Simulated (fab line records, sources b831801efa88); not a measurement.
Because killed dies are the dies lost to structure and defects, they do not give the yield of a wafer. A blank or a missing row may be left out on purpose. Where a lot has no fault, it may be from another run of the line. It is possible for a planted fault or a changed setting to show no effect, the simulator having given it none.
Chamber matching | flow sky130 | rie-diel-03 running SKY_VIA3_ETCH_14: 4 sister chambers
The step etches BARC in N2/H2, stops on SiO2, time 45.9 s, target depth 60 nm. 18 wafers are shown with their chamber, then 9 later ones without.

WAFERS PAIRED WITH THEIR CHAMBERS
wafer  | chamber | drypump-motor-current-A (A) | throttle-valve-pct (%) | oes-product-au (a.u.)
L079.1 | 0       | 6.4                         | 13.224                 | 0.854
L079.2 | 2       | 6.3                         | 13.239                 | 0.854
L079.4 | 3       | 6.4                         | 13.218                 | 0.852
L085.4 | 2       | 6.3                         | 13.229                 | 0.856
L085.5 | 0       | 6.4                         | 13.231                 | 0.859
L085.6 | 3       | 6.4                         | 13.240                 | 0.854
L087.1 | 2       | 6.2                         | 13.222                 | 0.857
L087.3 | 0       | 6.4                         | 13.229                 | 0.861
L087.4 | 3       | 6.4                         | 13.221                 | 0.852
L090.2 | 3       | 6.4                         | 13.232                 | 0.858
L090.3 | 1       | 5.1                         | 13.205                 | 0.850
L090.4 | 2       | 6.2                         | 13.229                 | 0.857
L091.4 | 3       | 6.4                         | 13.229                 | 0.857
L091.5 | 3       | 6.4                         | 13.211                 | 0.849
L091.6 | 0       | 6.4                         | 13.211                 | 0.853
L093.3 | 2       | 6.3                         | 13.223                 | 0.852
L093.4 | 0       | 6.4                         | 13.230                 | 0.853
L093.5 | 2       | 6.3                         | 13.226                 | 0.846

SIGNATURES, as means of the wafers listed above
reading                 | chamber 0 | chamber 1 | chamber 2 | chamber 3 | scatter within a chamber
drypump-motor-current-A | 6.400     | 5.100     | 6.267     | 6.400     | 0.0309
throttle-valve-pct      | 13.22500  | 13.20500  | 13.22800  | 13.22517  | 0.00851
oes-product-au          | 0.85600   | 0.85000   | 0.85367   | 0.85367   | 0.0038
Rule: a wafer's distance from a chamber is the root of the sum, over the readings, of the square of ((its reading less the chamber's mean) divided by the reading's scatter). If the next closest chamber is less than 2 further off than the closest, the wafer can't be placed; otherwise it belongs to the closest. The scatter: the root of (the sum of the squares of (reading less its chamber's mean) over the shown wafers, divided by (wafers less chambers)).

WAFERS WITH NO CHAMBER GIVEN
wafer  | drypump-motor-current-A (A) | throttle-valve-pct (%) | oes-product-au (a.u.)
L094.2 | 6.2                         | 13.210                 | 0.854
L094.3 | 5.0                         | 13.213                 | 0.852
L094.6 | 6.4                         | 13.235                 | 0.845
L095.2 | 6.3                         | 13.219                 | 0.859
L095.3 | 6.4                         | 13.217                 | 0.855
L095.6 | 6.4                         | 13.227                 | 0.848
L096.4 | 6.4                         | 13.237                 | 0.859
L096.5 | 5.1                         | 13.229                 | 0.853
L096.6 | 6.2                         | 13.212                 | 0.856

WHICH CHAMBER EACH WENT THROUGH
wafer  | from the rows above          | in truth
L094.2 | 2                            | 2
L094.3 | 1                            | 1
L094.6 | can't be placed: 3 or 0      | 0
L095.2 | can't be placed: 2 or 0 or 3 | 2
L095.3 | can't be placed: 0 or 3      | 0
L095.6 | can't be placed: 3 or 0      | 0
L096.4 | can't be placed: 0 or 3      | 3
L096.5 | 1                            | 1
L096.6 | 2                            | 2
Correctly placed: 4 of 9. These rows do not allow placing 5 (true chamber among the candidates in 5). Number placed wrongly: 0.
